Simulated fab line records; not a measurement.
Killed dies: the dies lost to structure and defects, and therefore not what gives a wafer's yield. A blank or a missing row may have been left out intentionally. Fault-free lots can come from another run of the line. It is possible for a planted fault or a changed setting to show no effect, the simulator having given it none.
A lot that was struck, set against a sound lot :: flow sky130 :: 17 out of 708 route steps
Sound: the wafers L985.1, L985.5, L985.6. The struck wafers were L995.1, L995.2, L995.4. The cause is named last.
Order at every step that has rows: each side's tool, ch and its chambers, its first start. Under that, the readings that differ: sound wafers :: struck wafers :: difference of the means :: sigmas: that difference in standard deviations of wafers without a fault.
alike: same words and numbers on both sides, and readings whose means sit less than 2 such deviations apart. not compared: any withheld reading, any reading some wafer has no value for, any bound like >300 that may hide the same value, and any number with overlapping values for which the record gives no deviation.
Wherever a step has rows on one side only, a row that says differs or no value, or a row with sigmas, the two part there. Numbers that don't overlap but have no deviation are shown without sigmas and don't part them. A reading missing from all wafers of one side parts the sides only when that side holds two or more wafers.

first, 2 steps without rows for these wafers: SKY_NWELL_IMPLANT_12; SKY_NWELL_IMPLANT_13.
SKY_NWELL_STRIP_14: strips in O2/N2.
  sound on plasmaAsher-01 ch 0,1, day 6 00:28; struck on plasmaAsher-02 ch 0,1, day 7 23:58
reading: stripTimeToEndpointS (s)
sound: 36.76 36.81 36.77
struck: 37.16 37.12 37.14
difference: +0.36
sigmas: +3
  alike: drypumpMotorCurrentA, oesProductAu
  not compared: rfHoursCounterH
SKY_NWELL_TW_MEAS_15:
  sound: filmMetro-02 at day 6 00:34; struck: filmMetro-02 at day 8 00:04
  alike: NWELL_TW
then, 7 steps without rows for these wafers: SKY_NWELL_DEHYDRATE_16 (time 60 s); SKY_NWELL_HMDS_17 (prime time 60 s); SKY_NWELL_COAT_18 (resist thk 3000 nm); SKY_NWELL_SOFTBAKE_19; SKY_NWELL_EXPOSE_20 (exposes mask NWM COMPLEMENT, target cd 840 nm); SKY_NWELL_PEB_21; SKY_NWELL_DEVELOP_22 (develop time 60 s).
SKY_NWELL_OVL_MEAS_23:
  sound: overlay-01 at day 6 19:19; struck: overlay-01 at day 8 20:58
  alike: NWELL_01_OVL
SKY_NWELL_IMPLANT_24:
  sound on implanter-02 ch 0, day 6 19:22; struck on implanter-03 ch 0, day 8 21:01
reading: doseIonsCm2
sound: 9.208e+12 9.214e+12 9.213e+12
struck: 1.1039e+13 1.1074e+13 1.1035e+13
difference: +1.8377e+12
sigmas: +99 or more

reading: faradayCurrentUA
sound: 52.9 52.6 53.7
struck: 61.8 62.5 63.8
difference: +9.6
sigmas: +9
SKY_NWELL_STRIP_25: strips in O2/N2.
  sound on plasmaAsher-01 ch 0,1, day 6 19:31; struck on plasmaAsher-01 ch 0,1, day 8 21:10
  alike: drypumpMotorCurrentA, oesProductAu, stripTimeToEndpointS
  not compared: rfHoursCounterH
SKY_NWELL_TW_MEAS_26:
  sound: filmMetro-02 at day 6 19:37; struck: filmMetro-01 at day 8 21:16
reading: NWELL_2_TW
sound: 501 503 505
struck: 526 523 521
difference: +20
sigmas: +5
then, 1 step without rows for these wafers: SKY_NWELL_CLEAN_27 (cleans in SC1/SC2, time 150 s).
-- the record jumps here: 40 days lie between the struck wafers' starts before and after (it left off in module NWELL and takes up again in module PAD_OPEN, whose first step shown is number 708 of the route) --
SKY_PAD_OPEN_PROBE_99:
  sound: prober-02 at day 47 08:42; struck: prober-02 at day 49 03:00
reading: model.etest.pfet_16v.rOnOhmUm
sound: 1.555e+04 1.526e+04 1.522e+04
struck: 1.417e+04 1.41e+04 1.435e+04
difference: -1.137e+03
sigmas: 

reading: model.etest.resIsoPwell.rsOhmSq
sound: 3121 2991 2958
struck: 2763 2638 2743
difference: -309
sigmas: 

reading: model.etest.resPwellUnderGate.rsOhmSq
sound: 2292 2286 2297
struck: 2015 2035 2017
difference: -269
sigmas: 

reading: model.etest.resIsoPwell.lineOhmUm
sound: 1188 1130 1105
struck: 1053 991.3 1031
difference: -116
sigmas: 

reading: model.etest.tip_n_5v.rsOhmSq
sound: 1391 1384 1385
struck: 1398 1410 1405
difference: +18
sigmas: 

reading: model.etest.resNwell.widthNm (nm)
sound: 834.6 827.8 825.1
struck: 820.5 819.7 821.1
difference: -8.7
sigmas: 

reading: model.etest.pfet_16v.driveUaUm
sound: 238.9 241.7 241.6
struck: 255.1 256.4 252.4
difference: +13.9
sigmas: 

reading: model.etest.fieldN.vtV (V)
sound: 36.3 35.86 35.75
struck: 40.34 39.85 40.18
difference: +4.15
sigmas: 

## WHERE THEY PART
Last at SKY_NWELL_TW_MEAS_26 as far as this record goes, first at SKY_NWELL_STRIP_14.

WHY: what had been put in by the simulator
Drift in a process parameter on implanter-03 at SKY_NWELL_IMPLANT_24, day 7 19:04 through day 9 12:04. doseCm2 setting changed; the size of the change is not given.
